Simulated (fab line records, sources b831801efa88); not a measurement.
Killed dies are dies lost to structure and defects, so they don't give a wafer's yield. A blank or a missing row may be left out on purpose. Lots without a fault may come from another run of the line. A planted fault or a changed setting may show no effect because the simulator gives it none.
fab line records | flow sfq_line
record lots=7 wafers=21 last_day=75
route steps=325 shown M4@149 I4@163 JJ@178 M8@325
lots that met no fault: from a run of the same line without faults
start_h: hours from the record's first day to the start of the lot's first wafer shown | wait_h: hours since the lot's step before | " the same as in the row above | L1.1+2: a row that stands for several wafers | - no value, or no start given | * or withheld: withheld | < > ~ a bound
route shown NAME@n: a module of which the file shows steps, and the number in the route of the first | usual: mean/standard deviation of fault-free wafers | same: alike in all rows | chamber/n: place in a boat | sites: the reading at each site | _std_site: their standard deviation | _edge_site: outer sites' mean less inner sites' | radius_mm: how far each site lies from the wafer's centre | mask NAME#n: copy n | behind: the tool/chamber that last shaped the wafer | hold: why the lot was held/for how many hours/how that ended | device: the transistor (n, p or np) that didn't switch | end of line: the same wafers' tests at the end of the route | a step without rows: its recipe alone | killed: dies lost to structure and defects at the first sort, not the wafer's yield | map: a wafer's dies, x killed, . not, _ none there
set.NAME: the setting as run; set.NAME@STEP: as run at that earlier step | model.NAME: the simulator's own value behind a step, which no gauge read
lots at some steps of the route; a table a step, a row a wafer
services: from which hour (start_h, from the record's first day; less than 0 if before it) a tool's chamber was out of use, for how many hours, and why
## steps
# step SFQ_TRILAYER_M4_DEP_SPUTTER_091
# recipe material=Nb base_pressure_pa=1.33e-06 chamber_pressure_pa=0.1333 substrate_temp_c=20 resputter_cathode_voltage_v=400 target_thk_nm=200 power_w=2000 time_s=133.3
# step SFQ_M4_RS_MEAS_924
# recipe thk_meas_gauge=four-point-probe reads=Nb_of_TRILAYER_M4_DEP_SPUTTER_091
# usual M4_NB_RS=0.892/0.011
# columns lot.wafer tool chamber start_h wait_h M4_NB_RS[ohm/sq]
L714.4 film_metro-01 - 765.48 0.1 0.902
L714.5 " - " " 0.904
L714.6 " - " " 0.899
L717.1 film_metro-03 - 780.59 0.0 0.890
L717.3 " - " " 0.892
L717.6 " - " " 0.906
L719.1 film_metro-02 - 794.93 0.0 0.896
L719.2 " - " " 0.906
L719.6 " - " " 0.897
L720.4 film_metro-03 - 796.18 0.1 0.872
L720.5 " - " " 0.874
L720.6 " - " " 0.884
L721.2 film_metro-01 - 816.54 0.1 0.904
L721.4 " - " " 0.898
L721.5 " - " " 0.906
L733.2 film_metro-02 - 971.46 0.1 0.906
L733.4 " - " " 0.900
L733.5 " - " " 0.898
L734.2 film_metro-01 - 977.46 0.1 0.903
L734.3 " - " " 0.913
L734.6 " - " " 0.900
# step SFQ_TRILAYER_M4_LITHO_COAT_098
# recipe resist=BARC spin_rpm=3000 resist_thk_nm=62
# step SFQ_TRILAYER_M4_LITHO_COAT_093
# recipe resist=KrF spin_rpm=3000 resist_thk_nm=600
# step SFQ_TRILAYER_M4_LITHO_SOFTBAKE_097
# recipe temp_c=withheld time_s=withheld resist=KrF
# step SFQ_TRILAYER_M4_LITHO_EXPOSE_094
# recipe mask_id=M4 na=0.6 source_shape=conventional sigma_outer=0.65 target_cd_nm=500 dose_mj=14.4
# step SFQ_TRILAYER_M4_LITHO_PEB_096
# recipe peb_temp_c=115 peb_time_s=60 resist=KrF
# step SFQ_TRILAYER_M4_LITHO_DEVELOP_095
# recipe time_s=60 resist=KrF
# step SFQ_M4_OVL_MEAS_926
# usual M4_OVL=-5/4.5
# columns lot.wafer tool chamber start_h wait_h M4_OVL[nm]
L714.4 overlay-01 - 823.85 0.1 -4
L714.5 " - " " -4
L714.6 " - " " 1
L717.1 overlay-02 - 834.63 0.1 -1
L717.3 " - " " -1
L717.6 " - " " 2
L719.1 overlay-02 - 850.23 0.1 -7
L719.2 " - " " -9
L719.6 " - " " 2
L720.4 overlay-02 - 851.45 0.1 -16
L720.5 " - " " -6
L720.6 " - " " -9
L721.2 overlay-02 - 871.32 0.1 -2
L721.4 " - " " -5
L721.5 " - " " -2
L733.2 overlay-01 - 1041.26 0.1 0
L733.4 " - " " 1
L733.5 " - " " -3
L734.2 overlay-01 - 1048.46 0.1 -2
L734.3 " - " " 4
L734.6 " - " " 2
# step SFQ_TRILAYER_M4_BARC_OPEN_METAL_ETCH_123
# recipe mask_material=PR chemistry=O2 target_depth_nm=125 target=BARC icp_w=600 bias_w=80 pressure_mtorr=10 time_s=41.7
# step SFQ_TRILAYER_M4_ETCH_METAL_ETCH_096
# recipe target=Nb stop_on=SiO2 mask_material=PR chemistry=Cl2/Ar target_depth_nm=240 icp_w=600 bias_w=80 pressure_mtorr=10 time_s=120
# usual drypump_motor_current_A=5.86/0.25 oes_product_au=0.892/0.0081
# columns lot.wafer tool chamber start_h wait_h drypump_motor_current_A oes_product_au rf_hours_counter_h
L714.4 rie_metal-04 1 823.97 0.1 5.44 0.888 -
L714.5 " 1 " " 5.38 0.882 -
L714.6 " 0 " " 6.37 0.892 -
L717.1 rie_metal-01 0 834.73 0.0 5.75 0.892 159
L717.3 " 1 " " 5.88 0.893 -
L717.6 " 1 " " 5.84 0.880 -
L719.1 rie_metal-01 0 850.39 0.1 5.75 0.889 165
L719.2 " 0 " " 5.76 0.886 -
L719.6 " 0 " " 5.77 0.883 -
L720.4 rie_metal-04 1 851.57 0.1 5.42 0.902 -
L720.5 " 0 " " 6.39 0.904 -
L720.6 " 1 " " 5.42 0.889 -
L721.2 rie_metal-03 1 871.41 0.0 5.93 0.889 61
L721.4 " 0 " " 5.87 0.891 -
L721.5 " 1 " " 5.95 0.895 -
L733.2 rie_metal-04 1 1041.34 0.0 5.39 0.886 82
L733.4 " 1 " " 5.40 0.895 -
L733.5 " 0 " " 6.36 0.891 -
L734.2 rie_metal-01 1 1048.54 0.0 5.86 0.882 165
L734.3 " 1 " " 5.88 0.881 -
L734.6 " 1 " " 5.85 0.889 -
# step SFQ_TRILAYER_M4_STRIP_STRIP_097
# recipe gas=O2 power_w=200 platen_temp_c=40 overash_fraction=0.65 chemistry=O2 pressure_mtorr=50
# usual chamber_pressure_mTorr=50.00/0.046 drypump_motor_current_A=5.86/0.25 oes_product_au=0.997/0.0093
# columns lot.wafer tool chamber start_h wait_h chamber_pressure_mTorr drypump_motor_current_A oes_product_au rf_hours_counter_h model.KrF_of_TRILAYER_M4_LITHO_COAT_093.thk_nm model.BARC_of_TRILAYER_M4_LITHO_COAT_098.thk_nm
L714.4 rie_metal-04 1 824.25 0.2 50.07 5.42 1.001 - 0 0
L714.5 " 1 " " 49.98 5.43 0.989 - 0 0
L714.6 " 0 " " 49.96 6.33 0.999 - 0 0
L717.1 rie_metal-01 0 834.85 0.1 49.95 5.77 0.999 159 0 0
L717.3 " 1 " " 50.03 5.86 0.973 - 0 0
L717.6 " 1 " " 50.06 5.85 0.982 - 0 0
L719.1 rie_metal-01 0 850.64 0.2 - - - - 381.6 61.86
L719.2 " 0 " " - - - - 381.6 62.13
L719.6 " 0 " " - - - - 381.6 62.11
L720.4 rie_metal-04 1 851.85 0.2 - - - - 384.2 61.82
L720.5 " 0 " " - - - - 380.2 61.62
L720.6 " 1 " " - - - - 382.6 61.77
L721.2 rie_metal-03 1 871.53 0.1 - - - - 381.9 61.88
L721.4 " 0 " " - - - - 382.6 61.95
L721.5 " 1 " " - - - - 383.2 62.08
L733.2 rie_metal-04 1 1041.47 0.1 49.98 5.44 1.001 83 0 0
L733.4 " 1 " " 49.99 5.44 1.012 - 0 0
L733.5 " 0 " " 49.95 6.37 1.010 - 0 0
L734.2 rie_metal-01 1 1048.67 0.1 49.95 5.90 0.994 165 0 0
L734.3 " 1 " " 50.04 5.88 0.994 - 0 0
L734.6 " 1 " " 49.97 5.88 0.996 - 0 0
# step SFQ_TRILAYER_M4_STRIP_SOLV_CLEAN_098
# recipe chemistry=NMP temp_c=70 time_s=600
# step SFQ_TRILAYER_I4_DEP_PECVD_099
# recipe material=SiO2 temp_c=150 time_s=111.11 pressure_torr=2.4 rf_w=183.3 precursor=SiH4/N2O target_thk_nm=500
# step SFQ_TRILAYER_I4_CMP_CMP_100
# recipe material=SiO2 down_force_psi=3 platen_rpm=60 pad_velocity_m_s=0.94248
# usual motor_current_A=10.6/1.1 slurry_flow_ml_min=150.0/0.45 time_to_endpoint_s=218/7.1
# columns lot.wafer tool chamber start_h wait_h motor_current_A slurry_flow_ml_min time_to_endpoint_s
L714.4 cmp-01 2 839.18 14.3 9.0 150.3 219
L714.5 " 1 840.68 15.8 10.0 150.4 215
L714.6 " 2 " " 9.1 149.6 217
L717.3 cmp-01 2 854.18 18.5 9.0 150.5 221
L717.1 " 0 855.18 19.5 11.3 150.0 223
L717.6 " 1 " " 10.1 150.3 227
L719.1 cmp-01 3 871.68 19.6 12.3 150.5 221
L719.2 " 0 " " 10.5 150.2 218
L719.6 " 3 873.68 21.6 12.3 149.8 230
L720.4 cmp-02 0 875.83 23.3 10.9 150.4 213
L720.6 " 1 " " 10.4 149.1 209
L720.5 " 2 " " 10.5 150.2 209
L721.2 cmp-02 1 898.83 26.5 10.1 149.3 220
L721.4 " 2 " " 10.7 149.3 225
L721.5 " 1 900.83 28.4 10.5 149.9 223
L733.2 cmp-01 2 1046.49 4.2 9.4 150.2 211
L733.4 " 3 " " 12.6 150.2 216
L733.5 " 2 1048.49 6.2 9.6 149.3 220
L734.3 cmp-01 1 1052.99 3.5 9.9 150.0 200
L734.2 " 2 " " 9.3 149.5 219
L734.6 " 3 " " 12.7 149.6 215
# step SFQ_I4_BOW_MEAS_927
# recipe mode=bow
# usual I4_BOW=4/9
# columns lot.wafer tool chamber start_h wait_h I4_BOW[um]
L714.4 film_metro-02 - 841.74 2.1 -3
L714.5 " - " " 0
L714.6 " - " " -10
L717.1 film_metro-04 - 856.68 1.0 6
L717.3 " - " " 12
L717.6 " - " " 4
L719.1 film_metro-02 - 874.68 2.5 0
L719.2 " - " " 1
L719.6 " - " " -5
L720.4 film_metro-04 - 877.39 1.1 2
L720.5 " - " " 11
L720.6 " - " " 16
L721.2 film_metro-02 - 901.35 2.0 -11
L721.4 " - " " -6
L721.5 " - " " -16
L733.2 film_metro-02 - 1049.01 2.0 5
L733.4 " - " " 16
L733.5 " - " " 6
L734.2 film_metro-02 - 1055.01 1.0 11
L734.3 " - " " 5
L734.6 " - " " 9
# step SFQ_TRILAYER_I4_METRO_MEASURE_101
# usual thk_nm=200.3/0.96
# columns lot.wafer tool chamber start_h wait_h thk_nm
L714.4 film_metro-02 - 842.40 0.6 200.9
L714.5 " - " " 198.2
L714.6 " - " " 200.2
L717.1 film_metro-04 - 856.80 0.1 200.6
L717.3 " - " " 199.9
L717.6 " - " " 200.0
L719.1 film_metro-02 - 874.80 0.1 201.4
L719.2 " - " " 199.8
L719.6 " - " " 200.6
L720.4 film_metro-04 - 878.05 0.6 200.6
L720.5 " - " " 200.8
L720.6 " - " " 200.6
L721.2 film_metro-02 - 901.65 0.3 199.7
L721.4 " - " " 200.3
L721.5 " - " " 200.6
L733.2 film_metro-02 - 1049.31 0.3 198.6
L733.4 " - " " 200.3
L733.5 " - " " 200.0
L734.2 film_metro-02 - 1055.31 0.3 201.7
L734.3 " - " " 201.4
L734.6 " - " " 201.1
# step SFQ_TRILAYER_I4_VIA_LITHO_COAT_108
# recipe resist=BARC spin_rpm=3000 resist_thk_nm=62
# step SFQ_TRILAYER_I4_VIA_LITHO_COAT_103
# recipe resist=KrF spin_rpm=3000 resist_thk_nm=650
# step SFQ_TRILAYER_I4_VIA_LITHO_SOFTBAKE_107
# recipe temp_c=withheld time_s=withheld resist=KrF
# step SFQ_TRILAYER_I4_VIA_LITHO_EXPOSE_104
# recipe mask_id=I4 na=0.6 source_shape=conventional sigma_outer=0.65 target_cd_nm=700 dose_mj=21.3
# step SFQ_TRILAYER_I4_VIA_LITHO_PEB_106
# recipe peb_temp_c=115 peb_time_s=60 resist=KrF
# step SFQ_TRILAYER_I4_VIA_LITHO_DEVELOP_105
# recipe time_s=60 resist=KrF
# step SFQ_I4_OVL_MEAS_928
# usual I4_OVL=0/5
# columns lot.wafer tool chamber start_h wait_h I4_OVL[nm]
L714.4 overlay-02 - 901.88 0.1 3
L714.5 " - " " 2
L714.6 " - " " 2
L717.1 overlay-02 - 918.66 0.1 5
L717.3 " - " " 3
L717.6 " - " " 2
L719.1 overlay-02 - 935.46 0.1 -2
L719.2 " - " " 3
L719.6 " - " " -4
L720.4 overlay-02 - 939.08 0.1 6
L720.5 " - " " 0
L720.6 " - " " 1
L721.2 overlay-01 - 964.37 0.1 6
L721.4 " - " " 0
L721.5 " - " " 4
L733.2 overlay-02 - 1128.55 0.1 -4
L733.4 " - " " -4
L733.5 " - " " 1
L734.2 overlay-01 - 1139.45 0.1 -4
L734.3 " - " " -7
L734.6 " - " " -12
# step SFQ_TRILAYER_I4_VIA_BARC_OPEN_VIA_ETCH_146
# recipe mask_material=PR chemistry=O2 target_depth_nm=125 target=BARC source_w=500 bias_w=80 pressure_mtorr=30 time_s=41.7
# usual drypump_motor_current_A=5.4/0.36 oes_product_au=0.685/0.0047
# columns lot.wafer tool chamber start_h wait_h drypump_motor_current_A oes_product_au rf_hours_counter_h
L714.4 rie_diel-02 1 901.90 0.0 5.2 0.683 14
L714.5 " 1 " " 5.2 0.677 -
L714.6 " 2 " " 6.0 0.682 -
L717.1 rie_diel-01 1 918.70 0.0 5.1 0.688 1
L717.3 " 0 " " 5.2 0.686 1
L717.6 " 1 " " 5.2 0.682 -
L719.1 rie_diel-04 0 935.50 0.0 5.0 0.679 15
L719.2 " 2 " " 5.4 0.684 1
L719.6 " 0 " " 4.9 0.673 -
L720.4 rie_diel-04 1 939.12 0.0 5.8 0.690 -
L720.5 " 3 " " 4.9 0.685 -
L720.6 " 2 " " 5.4 0.682 -
L721.2 rie_diel-02 1 964.40 0.0 5.2 0.690 16
L721.4 " 3 " " 6.0 0.687 14
L721.5 " 1 " " 5.2 0.683 -
L733.2 rie_diel-01 0 1128.58 0.0 5.2 0.683 6
L733.4 " 3 " " 5.4 0.685 16
L733.5 " 0 " " 5.2 0.675 -
L734.2 rie_diel-01 3 1139.48 0.0 5.4 0.687 16
L734.3 " 0 " " 5.2 0.683 6
L734.6 " 2 " " 5.6 0.689 -
# step SFQ_TRILAYER_I4_VIA_ETCH_VIA_ETCH_106
# recipe target=SiO2 stop_on=Nb mask_material=PR taper_deg=20 chemistry=CHF3 target_depth_nm=260 source_w=500 bias_w=80 pressure_mtorr=30 time_s=withheld
# step SFQ_TRILAYER_I4_VIA_STRIP_STRIP_107
# recipe gas=O2 power_w=200 platen_temp_c=40 overash_fraction=0.65 chemistry=O2 pressure_mtorr=50
# step SFQ_TRILAYER_I4_VIA_STRIP_SOLV_CLEAN_108
# recipe chemistry=NMP temp_c=70 time_s=600
# step SFQ_TRILAYER_JJ_TRILAYER_DEP_PRE_CLEAN_113
# recipe gas=Ar time_s=22.5 bias_v=250
# step SFQ_TRILAYER_JJ_TRILAYER_DEP_SPUTTER_109
# recipe material=Nb base_pressure_pa=1.33e-06 chamber_pressure_pa=0.1333 substrate_temp_c=20 target_thk_nm=150 power_w=2000 time_s=100
# usual throttle_valve_pct=30.2/0.85
# columns lot.wafer tool chamber start_h wait_h throttle_valve_pct
L714.4 pvd_sputter-06 - 902.85 0.0 31.1
L714.5 " - " " 32.4
L714.6 " - " " 31.0
L717.1 pvd_sputter-04 - 919.65 0.0 29.8
L717.3 " - " " 30.0
L717.6 " - " " 29.5
L719.1 pvd_sputter-04 - 936.45 0.0 30.7
L719.2 " - " " 29.6
L719.6 " - " " 29.9
L720.4 pvd_sputter-03 - 940.05 0.0 28.6
L720.5 " - " " 29.0
L720.6 " - " " 29.7
L721.2 pvd_sputter-03 - 965.35 0.0 29.8
L721.4 " - " " 30.0
L721.5 " - " " 29.3
L733.2 pvd_sputter-04 - 1129.54 0.0 30.2
L733.4 " - " " 29.8
L733.5 " - " " 29.7
L734.2 pvd_sputter-04 - 1140.44 0.0 29.9
L734.3 " - " " 29.9
L734.6 " - " " 30.0
# step SFQ_TRILAYER_JJ_TRILAYER_DEP_SPUTTER_110
# recipe material=Al base_pressure_pa=1.33e-06 target_thk_nm=8 power_w=500 time_s=10 chamber_pressure_pa=0.4
# step SFQ_TRILAYER_JJ_TRILAYER_DEP_AL_OXIDATION_111
# recipe pressure_mbar=0.014667 oxidation_time_s=600 temperature_k=293
# step SFQ_TRILAYER_JJ_TRILAYER_DEP_SPUTTER_112
# recipe material=Nb base_pressure_pa=1.33e-06 chamber_pressure_pa=0.1333 substrate_temp_c=20 target_thk_nm=170 power_w=2000 time_s=113.3
# step SFQ_JJ_RS_MEAS_929
# recipe thk_meas_gauge=four-point-probe reads=Nb_of_TRILAYER_JJ_TRILAYER_DEP_SPUTTER_112
# usual JJ_NB_RS=1.046/0.011
# columns lot.wafer tool chamber start_h wait_h JJ_NB_RS[ohm/sq]
L714.4 film_metro-02 - 904.09 0.1 1.050
L714.5 " - " " 1.059
L714.6 " - " " 1.055
L717.1 film_metro-01 - 920.83 0.0 1.042
L717.3 " - " " 1.047
L717.6 " - " " 1.036
L719.1 film_metro-04 - 937.63 0.0 1.041
L719.2 " - " " 1.042
L719.6 " - " " 1.041
L720.4 film_metro-02 - 941.29 0.1 1.048
L720.5 " - " " 1.058
L720.6 " - " " 1.067
L721.2 film_metro-02 - 966.55 0.1 1.052
L721.4 " - " " 1.053
L721.5 " - " " 1.062
L733.2 film_metro-01 - 1130.74 0.1 1.060
L733.4 " - " " 1.047
L733.5 " - " " 1.041
L734.2 film_metro-01 - 1141.64 0.1 1.038
L734.3 " - " " 1.035
L734.6 " - " " 1.049
# step SFQ_TRILAYER_JJ_CE_LITHO_COAT_119
# recipe resist=BARC spin_rpm=3000 resist_thk_nm=62
# step SFQ_TRILAYER_JJ_CE_LITHO_COAT_114
# recipe resist=KrF spin_rpm=3000 resist_thk_nm=600
# step SFQ_TRILAYER_JJ_CE_LITHO_SOFTBAKE_118
# recipe temp_c=withheld time_s=withheld resist=KrF
# step SFQ_TRILAYER_JJ_CE_LITHO_EXPOSE_115
# recipe mask_id=J5 na=0.6 source_shape=conventional sigma_outer=0.65 target_cd_nm=700 dose_mj=14.4
# step SFQ_TRILAYER_JJ_CE_LITHO_PEB_117
# recipe peb_temp_c=115 peb_time_s=60 resist=KrF
# step SFQ_TRILAYER_JJ_CE_LITHO_DEVELOP_116
# recipe time_s=60 resist=KrF
# step SFQ_M8_BOW_MEAS_951
# recipe mode=bow
# usual M8_BOW=9/9.8
# columns lot.wafer tool chamber start_h wait_h M8_BOW[um] model.etest.i4.link_ohm
L714.4 film_metro-02 - 1650.44 0.1 9 2.154
L714.5 " - " " 11 2.167
L714.6 " - " " 2 2.159
L717.1 film_metro-03 - 1724.65 0.0 6 2.202
L717.3 " - " " 11 2.197
L717.6 " - " " 3 2.222
L719.1 film_metro-04 - 1730.64 0.0 1 1e+06
L719.2 " - " " 6 1e+06
L719.6 " - " " -4 1e+06
L720.4 film_metro-03 - 1731.96 0.1 2 1e+06
L720.5 " - " " 11 1e+06
L720.6 " - " " 15 1e+06
L721.2 film_metro-04 - 1734.26 0.0 1 1e+06
L721.4 " - " " 7 1e+06
L721.5 " - " " -3 1e+06
L733.2 film_metro-02 - 1804.67 0.0 3 2.184
L733.4 " - " " 13 2.193
L733.5 " - " " 5 2.191
L734.2 film_metro-04 - 1808.27 0.0 18 2.192
L734.3 " - " " 11 2.186
L734.6 " - " " 16 2.179
## services
# columns tool chamber start_h hours kind
film_metro-04 - 800.81 0.6 pm
rie_diel-04 2 803.85 3.6 repair
cmp-01 - 810.10 1.6 repair
rie_diel-01 - 817.35 4.3 pm
rie_metal-01 - 825.22 0.3 repair
film_metro-02 - 828.98 1.1 pm
rie_metal-01 1 837.49 19.2 repair
rie_diel-01 3 837.76 5.8 repair
rie_metal-04 1 857.93 4.7 repair
rie_metal-01 - 869.04 2.8 pm
rie_metal-01 - 907.49 0.7 repair
rie_diel-01 0 933.78 9.4 repair
film_metro-02 - 945.96 2.0 pm
pvd_sputter-04 - 961.72 7.0 repair
rie_diel-01 1 965.36 2.9 repair
film_metro-02 - 1003.65 0.6 pm
cmp-01 - 1039.54 0.4 repair
rie_diel-01 3 1042.62 6.9 repair
rie_metal-01 1 1050.14 17.0 repair
film_metro-02 - 1074.22 2.5 pm
cmp-01 - 1090.99 4.0 pm
cmp-01 - 1112.99 5.3 pm
cmp-01 - 1116.78 2.6 repair
rie_diel-01 1 1131.16 16.0 repair
## key
first_sign step=SFQ_TRILAYER_M4_STRIP_STRIP_097 reading=tool_record direction=missing
effect none on later readings
model_effect step=SFQ_TRILAYER_M4_STRIP_STRIP_097 value=KrF_of_TRILAYER_M4_LITHO_COAT_093.thk_nm without=0 struck=382.2
model_effect step=SFQ_M8_BOW_MEAS_951 value=etest.i4.link_ohm without=2.17 struck=1e+06
met_at SFQ_TRILAYER_M4_STRIP_STRIP_097
struck_wafers L719.1,L719.2,L719.6,L720.4,L720.5,L720.6,L721.2,L721.4,L721.5
onset_between 834.85 850.64
fault kind=skipped_step_whole tool=rie_metal-01,rie_metal-03,rie_metal-04 chamber=- onset_h=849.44 steps=SFQ_TRILAYER_M4_STRIP_STRIP_097 scope=struck_lots_only
